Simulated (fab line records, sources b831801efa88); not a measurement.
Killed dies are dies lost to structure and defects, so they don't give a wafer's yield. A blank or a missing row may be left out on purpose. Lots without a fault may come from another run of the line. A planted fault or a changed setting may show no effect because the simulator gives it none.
Split-lot experiment | flow sky130 | 5 lots, 23 wafers read, on a route of 708 steps

THE SPLIT
At SKY_VIA2_ETCH_14 (etches BARC in N2/H2, stops on SiO2, time 45.9 s, target depth 60 nm), the setting time_s was moved away from the recipe's 45.9 s on 7 of the 23 wafers read, by -7.4% to +12.1%. The other wafers ran this setting at the recipe's value.

The reading is taken at the split's own step.

THE READING
oes_product_au, in a.u., at SKY_VIA2_ETCH_14 (etches BARC in N2/H2, stops on SiO2, time 45.9 s, target depth 60 nm). Fault-free wafers of this fab line usually give 0.856 a.u., standard deviation 0.0051 a.u..

wafer  | tool, chamber at the split | time_s as run, s | against the recipe | oes_product_au, a.u. | against lot-mates on the recipe
L074.2 | rie_diel-01, 0             | 45.9             | recipe             | 0.848                | -
L074.3 | rie_diel-01, 3             | 45.9             | recipe             | 0.852                | -
L074.4 | rie_diel-01, 1             | 45.9             | recipe             | 0.847                | -
L075.1 | rie_diel-02, 1             | 45.9             | recipe             | 0.858                | -
L075.2 | rie_diel-02, 0             | 45.9             | recipe             | 0.861                | -
L075.3 | rie_diel-02, 3             | 45.9             | recipe             | 0.865                | -
L075.5 | rie_diel-02, 3             | 51.46            | +12.1%             | 0.831                | -0.030
L075.6 | rie_diel-02, 2             | 51.46            | +12.1%             | 0.844                | -0.017
L080.1 | rie_diel-03, 0             | 45.9             | recipe             | 0.868                | -
L080.2 | rie_diel-03, 3             | 42.5             | -7.4%              | 0.898                | +0.039
L080.3 | rie_diel-03, 2             | 45.9             | recipe             | 0.851                | -
L080.4 | rie_diel-03, 1             | 42.5             | -7.4%              | 0.893                | +0.034
L080.5 | rie_diel-03, 1             | 42.5             | -7.4%              | 0.896                | +0.037
L083.1 | rie_diel-03, 0             | 50.34            | +9.7%              | 0.843                | -0.014
L083.2 | rie_diel-03, 2             | 45.9             | recipe             | 0.859                | -
L083.3 | rie_diel-03, 1             | 45.9             | recipe             | 0.854                | -
L083.5 | rie_diel-03, 3             | 45.9             | recipe             | 0.858                | -
L083.6 | rie_diel-03, 0             | 50.34            | +9.7%              | 0.834                | -0.023
L085.1 | rie_diel-03, 1             | 45.9             | recipe             | 0.857                | -
L085.2 | rie_diel-03, 3             | 45.9             | recipe             | 0.855                | -
L085.3 | rie_diel-03, 0             | 45.9             | recipe             | 0.857                | -
L085.4 | rie_diel-03, 2             | 45.9             | recipe             | 0.860                | -
L085.6 | rie_diel-03, 2             | 45.9             | recipe             | 0.860                | -

THE FIT
A straight line over all 23 wafers: oes_product_au changes by -0.00276 a.u. for each +1% of time_s; r = -0.86; the points scatter about the line by 0.0091 a.u..
The same after taking each lot's own level away (the mean of its wafers on the recipe; 23 wafers): -0.00282 a.u. for each +1%; r = -0.90; scatter 0.0073 a.u..
On that fit, the largest move of time_s shifts the reading by 0.034 a.u..
The lots' own levels span 0.8490 to 0.8613 a.u., that is 2.4 times the standard deviation above.
So the lot-to-lot level changes the slope little: the two slopes agree.
Check: with one of the wafers moved furthest among these (+12.1%) left out of the fit, the line predicts -0.0305 a.u. for it against its lot-mates. It came out at -0.0303 a.u. against them.
Tool readings at the split's step, against how far the setting was moved: oes_product_au r = -0.86.

THE WHOLE CHAIN: every reading that the file lists as answering this split, in the file's order
step             | what it does                                                         | reading                                                                           | change (the file's fit)                   | r (the file's)
SKY_VIA2_ETCH_14 | etches BARC in N2/H2, stops on SiO2, time 45.9 s, target depth 60 nm | oes_product_au                                                                    | -0.00248 a.u. for each +1% of the setting | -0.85
SKY_VIA2_ETCH_14 | etches BARC in N2/H2, stops on SiO2, time 45.9 s, target depth 60 nm | KrF-thick_of_VIA2_COAT_07.thk_nm (the simulator's own value, which no gauge read) | -0.492 nm for each +1% of the setting     | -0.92

THE FILE'S OWN FIT
oes_product_au changes by -0.00248 a.u. for each +1% of time_s, r = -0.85.
